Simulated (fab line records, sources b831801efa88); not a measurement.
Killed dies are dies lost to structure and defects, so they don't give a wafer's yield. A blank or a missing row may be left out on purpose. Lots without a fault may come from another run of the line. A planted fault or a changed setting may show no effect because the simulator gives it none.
Which tool did it? | flow sky130 | 24 lots, 72 wafers sampled, at 6 steps of a route of 708

WHAT THE GAUGES READ, wafer by wafer
SKY_VIA3_BOW_MEAS_03.
lot  | measured     | on            | VIA3_BOW (um)
L074 | day 38 08:58 | film_metro-01 | 86 86 82
L075 | day 38 22:53 | film_metro-01 | 93 83 69
L076 | day 39 16:47 | film_metro-01 | 84 84 83
L077 | day 40 00:37 | film_metro-03 | 81 70 75
L079 | day 40 05:10 | film_metro-01 | 95 91 75
L078 | day 40 11:07 | film_metro-04 | 74 79 87
L080 | day 40 16:31 | film_metro-04 | 74 72 76
L081 | day 41 04:34 | film_metro-04 | 83 77 81
L082 | day 41 05:14 | film_metro-01 | 82 70 83
L083 | day 41 07:01 | film_metro-03 | 83 92 82
L084 | day 41 17:06 | film_metro-01 | 74 86 75
L085 | day 42 02:40 | film_metro-04 | 79 79 77
L086 | day 42 07:59 | film_metro-03 | 94 92 93
L087 | day 42 16:05 | film_metro-03 | 77 84 79
L089 | day 42 23:11 | film_metro-03 | 70 69 80
L088 | day 43 02:09 | film_metro-01 | 80 89 82
L090 | day 43 11:09 | film_metro-03 | 92 82 74
L091 | day 43 16:44 | film_metro-03 | 81 88 90
L092 | day 43 20:10 | film_metro-04 | 68 78 79
L093 | day 44 03:56 | film_metro-04 | 78 78 83
L094 | day 44 13:11 | film_metro-01 | 92 76 76
L095 | day 44 13:35 | film_metro-01 | 83 76 85
L096 | day 44 18:16 | film_metro-04 | 86 78 81
L097 | day 45 03:40 | film_metro-03 | 87 89 97

SKY_VIA3_CD_MEAS_12: target cd 200 nm.
lot  | measured     | on        | cd_nm (nm)
L074 | day 39 09:08 | cd_sem-01 | 199.8 199.8 197.6
L075 | day 39 23:21 | cd_sem-02 | 198.2 197.9 197.4
L076 | day 40 17:30 | cd_sem-01 | 200.1 201.1 200.9
L077 | day 41 00:41 | cd_sem-01 | 201.0 199.6 199.7
L079 | day 41 05:43 | cd_sem-02 | 202.2 201.5 202.2
L078 | day 41 11:52 | cd_sem-01 | 201.0 201.4 200.3
L080 | day 41 16:26 | cd_sem-02 | 200.8 200.3 202.0
L081 | day 42 04:08 | cd_sem-02 | 197.1 196.3 196.5
L082 | day 42 05:05 | cd_sem-01 | 200.1 201.3 200.5
L083 | day 42 06:39 | cd_sem-02 | 196.7 198.4 197.9
L084 | day 42 16:37 | cd_sem-01 | 198.9 199.1 199.8
L085 | day 43 01:35 | cd_sem-01 | 198.6 196.6 199.4
L086 | day 43 07:25 | cd_sem-01 | 202.3 201.1 201.2
L087 | day 43 15:04 | cd_sem-02 | 200.3 198.0 198.7
L089 | day 43 21:32 | cd_sem-02 | 198.3 199.4 198.0
L088 | day 44 00:46 | cd_sem-02 | 199.5 199.4 198.5
L090 | day 44 09:30 | cd_sem-01 | 199.6 200.4 200.8
L091 | day 44 15:13 | cd_sem-01 | 198.6 199.4 199.4
L092 | day 44 18:27 | cd_sem-01 | 198.9 196.6 198.5
L093 | day 45 02:05 | cd_sem-01 | 200.4 200.0 199.7
L094 | day 45 11:02 | cd_sem-01 | 200.5 200.7 201.0
L095 | day 45 11:17 | cd_sem-01 | 200.1 200.0 200.4
L096 | day 45 14:55 | cd_sem-01 | 200.3 201.5 200.2
L097 | day 46 00:09 | cd_sem-01 | 202.7 201.3 201.3

SKY_METAL4_CD_MEAS_13: target cd 300 nm.
lot  | measured     | on        | cd_nm (nm)
L074 | day 41 11:40 | cd_sem-02 | 302.6 303.5 302.1
L075 | day 42 01:51 | cd_sem-02 | 300.5 299.7 298.7
L076 | day 42 19:02 | cd_sem-01 | 297.6 296.7 297.2
L077 | day 43 02:58 | cd_sem-01 | 300.5 299.7 299.9
L079 | day 43 07:10 | cd_sem-01 | 300.0 300.1 299.2
L078 | day 43 12:54 | cd_sem-01 | 299.6 300.3 300.3
L080 | day 43 17:14 | cd_sem-02 | 297.9 300.3 298.7
L081 | day 44 04:39 | cd_sem-01 | 299.1 298.2 300.1
L082 | day 44 05:11 | cd_sem-01 | 301.2 303.0 301.9
L083 | day 44 07:08 | cd_sem-01 | 302.3 302.6 302.8
L084 | day 44 15:47 | cd_sem-01 | 297.2 298.0 296.4
L085 | day 45 00:43 | cd_sem-01 | 299.9 300.6 300.5
L086 | day 45 06:05 | cd_sem-01 | 298.2 298.7 298.5
L087 | day 45 13:08 | cd_sem-01 | 300.2 300.3 300.9
L089 | day 45 19:14 | cd_sem-01 | 299.5 299.4 298.3
L088 | day 45 22:24 | cd_sem-01 | 300.2 298.9 298.7
L090 | day 46 06:24 | cd_sem-02 | 301.0 299.8 300.5
L091 | day 46 11:47 | cd_sem-02 | 297.3 298.0 298.7
L092 | day 46 15:00 | cd_sem-01 | 301.0 299.6 300.1
L093 | day 46 22:13 | cd_sem-02 | 300.8 299.1 300.7
L094 | day 47 07:06 | cd_sem-01 | 300.6 300.9 302.0
L095 | day 47 07:20 | cd_sem-01 | 299.1 300.4 300.7
L096 | day 47 10:40 | cd_sem-02 | 300.6 300.6 299.5
L097 | day 47 18:45 | cd_sem-02 | 300.7 301.6 300.5

SKY_METAL5_RS_MEAS_05: measures by four-point-probe.
lot  | measured     | on            | METAL5_ALCU_RS (ohm/sq)
L074 | day 42 14:16 | film_metro-04 | 0.02725 0.02711 0.02713
L075 | day 43 04:22 | film_metro-01 | 0.02707 0.02727 0.02714
L076 | day 43 20:34 | film_metro-01 | 0.02719 0.02715 0.02723
L077 | day 44 04:53 | film_metro-02 | 0.02731 0.02723 0.02728
L079 | day 44 08:48 | film_metro-02 | 0.02727 0.02745 0.02756
L078 | day 44 14:39 | film_metro-02 | 0.02708 0.02666 0.0271
L080 | day 44 18:32 | film_metro-04 | 0.02755 0.02729 0.02746
L081 | day 45 06:00 | film_metro-04 | 0.02723 0.02716 0.02714
L082 | day 45 06:19 | film_metro-01 | 0.02715 0.02746 0.02763
L083 | day 45 08:19 | film_metro-04 | 0.02736 0.02739 0.02715
L084 | day 45 16:10 | film_metro-02 | 0.02718 0.02726 0.02735
L085 | day 46 00:37 | film_metro-02 | 0.02735 0.02728 0.02722
L086 | day 46 06:37 | film_metro-01 | 0.02672 0.02676 0.02692
L087 | day 46 12:47 | film_metro-02 | 0.02718 0.02728 0.02734
L089 | day 46 18:41 | film_metro-01 | 0.02688 0.02672 0.02686
L088 | day 46 23:43 | film_metro-04 | 0.02718 0.02703 0.02715
L090 | day 47 06:10 | film_metro-01 | 0.02707 0.0271 0.02709
L091 | day 47 12:04 | film_metro-02 | 0.02695 0.02708 0.02723
L092 | day 47 14:08 | film_metro-01 | 0.02698 0.02717 0.02725
L093 | day 47 21:34 | film_metro-02 | 0.02721 0.02724 0.02723
L094 | day 48 05:55 | film_metro-02 | 0.02683 0.02697 0.0272
L095 | day 48 06:30 | film_metro-02 | 0.02695 0.02733 0.02733
L096 | day 48 09:28 | film_metro-04 | 0.02718 0.02727 0.02728
L097 | day 48 16:58 | film_metro-04 | 0.02717 0.02743 0.02735

WHICH TOOL RAN EACH LOT (tool, then ch and the chambers of the sampled wafers, then the start)
lot  | SKY_CAP2M_STRIP_14                   | SKY_VIA4_CMP_02
L074 | plasma_asher-01 ch 0,1, day 40 10:50 | cmp-01 ch 0,1,3, day 41 13:02
L075 | plasma_asher-02 ch 0,1, day 41 01:47 | cmp-02 ch 1,2, day 42 03:11
L076 | plasma_asher-02 ch 0,1, day 41 19:19 | cmp-02 ch 1,2,3, day 42 20:21
L077 | plasma_asher-04 ch 0,1, day 42 02:31 | cmp-02 ch 2,3, day 43 04:19
L079 | plasma_asher-01 ch 0,1, day 42 07:06 | cmp-01 ch 0,2,3, day 43 08:48
L078 | plasma_asher-04 ch 0,1, day 42 13:04 | cmp-02 ch 1,2,3, day 43 14:16
L080 | plasma_asher-02 ch 0,1, day 42 17:40 | cmp-02 ch 0,1,2, day 43 18:43
L081 | plasma_asher-01 ch 0,1, day 43 05:04 | cmp-01 ch 2,3, day 44 06:04
L082 | plasma_asher-02 ch 0,1, day 43 05:24 | cmp-02 ch 2,3, day 44 06:34
L083 | plasma_asher-04 ch 0,1, day 43 07:51 | cmp-01 ch 0,1, day 44 08:29
L084 | plasma_asher-04 ch 0,1, day 43 17:29 | cmp-02 ch 0,2, day 44 17:08
L085 | plasma_asher-04 ch 0,1, day 44 01:56 | cmp-01 ch 1,2,3, day 45 02:08
L086 | plasma_asher-02 ch 0,1, day 44 07:56 | cmp-01 ch 1,2,3, day 45 07:31
L087 | plasma_asher-04 ch 0,1, day 44 15:01 | cmp-01 ch 1,3, day 45 14:29
L089 | plasma_asher-04 ch 0,1, day 44 21:17 | cmp-02 ch 0,1,2, day 45 20:44
L088 | plasma_asher-04 ch 0,1, day 45 01:04 | cmp-01 ch 0,1,2, day 46 00:30
L090 | plasma_asher-01 ch 0,1, day 45 08:56 | cmp-01 ch 0,2,3, day 46 07:56
L091 | plasma_asher-02 ch 0,1, day 45 14:23 | cmp-01 ch 0,1,3, day 46 13:23
L092 | plasma_asher-02 ch 0,1, day 45 17:52 | cmp-01 ch 0,3, day 46 16:19
L093 | plasma_asher-02 ch 0,1, day 46 00:34 | cmp-02 ch 0,3, day 46 23:31
L094 | plasma_asher-02 ch 0,1, day 46 09:52 | cmp-02 ch 1,2,3, day 47 08:50
L095 | plasma_asher-04 ch 0,1, day 46 10:10 | cmp-02 ch 1,2, day 47 08:59
L096 | plasma_asher-01 ch 0,1, day 46 13:10 | cmp-01 ch 0,2, day 47 12:10
L097 | plasma_asher-02 ch 0,1, day 46 22:24 | cmp-02 ch 2,3, day 47 20:04
- SKY_CAP2M_STRIP_14: strips in O2/N2.
- SKY_VIA4_CMP_02: polishes SiO2.

WHAT THE TOOLS THEMSELVES READ (means of the sampled wafers that have a number; where no wafer has one, the mark that the record gives instead)
SKY_CAP2M_STRIP_14.
lot  | tool            | drypump_motor_current_A (A) | oes_product_au (a.u.) | strip_time_to_endpoint_s (s)
L074 | plasma_asher-01 | 5.2                         | 0.714                 | 12.72
L075 | plasma_asher-02 | 5.9                         | 0.707                 | 12.66
L076 | plasma_asher-02 | 5.6                         | 0.716                 | 12.60
L077 | plasma_asher-04 | 5.3                         | 0.708                 | 12.65
L079 | plasma_asher-01 | 5.1                         | 0.708                 | 12.67
L078 | plasma_asher-04 | 5.3                         | 0.711                 | 12.68
L080 | plasma_asher-02 | 5.8                         | 0.708                 | 12.66
L081 | plasma_asher-01 | 5.1                         | 0.713                 | 12.63
L082 | plasma_asher-02 | 5.5                         | 0.707                 | 12.59
L083 | plasma_asher-04 | 5.3                         | 0.714                 | 12.59
L084 | plasma_asher-04 | 5.2                         | 0.707                 | 12.70
L085 | plasma_asher-04 | 5.3                         | 0.709                 | 12.68
L086 | plasma_asher-02 | 5.8                         | 0.706                 | 12.63
L087 | plasma_asher-04 | 5.3                         | 0.706                 | 12.74
L089 | plasma_asher-04 | 5.3                         | 0.712                 | 12.68
L088 | plasma_asher-04 | 5.2                         | 0.715                 | 12.66
L090 | plasma_asher-01 | 5.0                         | 0.709                 | 12.73
L091 | plasma_asher-02 | 5.5                         | 0.713                 | 12.63
L092 | plasma_asher-02 | 5.8                         | 0.711                 | 12.62
L093 | plasma_asher-02 | 5.6                         | 0.714                 | 12.68
L094 | plasma_asher-02 | 5.5                         | 0.714                 | 12.72
L095 | plasma_asher-04 | 5.2                         | 0.707                 | 12.69
L096 | plasma_asher-01 | 5.1                         | 0.717                 | 12.64
L097 | plasma_asher-02 | 5.5                         | 0.712                 | 12.66

SKY_VIA4_CMP_02.
lot  | tool   | motor_current_A (A) | platen_rpm (rpm)
L074 | cmp-01 | 10.9                | 60.01
L075 | cmp-02 | 12.0                | 60.00
L076 | cmp-02 | 11.6                | 59.97
L077 | cmp-02 | 12.7                | 59.99
L079 | cmp-01 | 11.6                | 60.00
L078 | cmp-02 | 11.9                | 60.01
L080 | cmp-02 | 12.3                | 60.00
L081 | cmp-01 | 12.6                | 60.01
L082 | cmp-02 | 12.5                | 59.97
L083 | cmp-01 | 9.9                 | 60.01
L084 | cmp-02 | 12.3                | 60.04
L085 | cmp-01 | 11.8                | 59.99
L086 | cmp-01 | 11.7                | 60.02
L087 | cmp-01 | 11.6                | 60.01
L089 | cmp-02 | 12.0                | 60.02
L088 | cmp-01 | 11.0                | 60.02
L090 | cmp-01 | 11.3                | 59.96
L091 | cmp-01 | 10.8                | 60.00
L092 | cmp-01 | 10.5                | 60.00
L093 | cmp-02 | 12.1                | 60.00
L094 | cmp-02 | 12.3                | 60.01
L095 | cmp-02 | 11.8                | 60.01
L096 | cmp-01 | 10.8                | 60.02
L097 | cmp-02 | 11.7                | 60.00

THE ANSWER, worked out from the rows above alone
Rule: what is usual is taken from the lots themselves. Put in order of their means at a reading, lots are off if they are a third of the lots or fewer, leave a main group of 4 or more, and stand apart from it by a gap of 3 or more times the standard deviation of the main group's means; of several such gaps the widest counts. A main group whose means are all the same, to the digits that the tables above print for the reading, isn't used. A lot without any number at a reading at which 4 lots or more have one is off too. The other lots that the step has rows for count as sound. The gauges are gone through in route order, then the tools' own readings, and for those a lot's mean is taken as printed above. The first step at which some lot is off is used, and at that step the reading that is off furthest; a lot without a number counts as furthest.
No lot is off at any reading shown: from this, nothing can be told.

WHAT THE SIMULATOR HAD PUT IN
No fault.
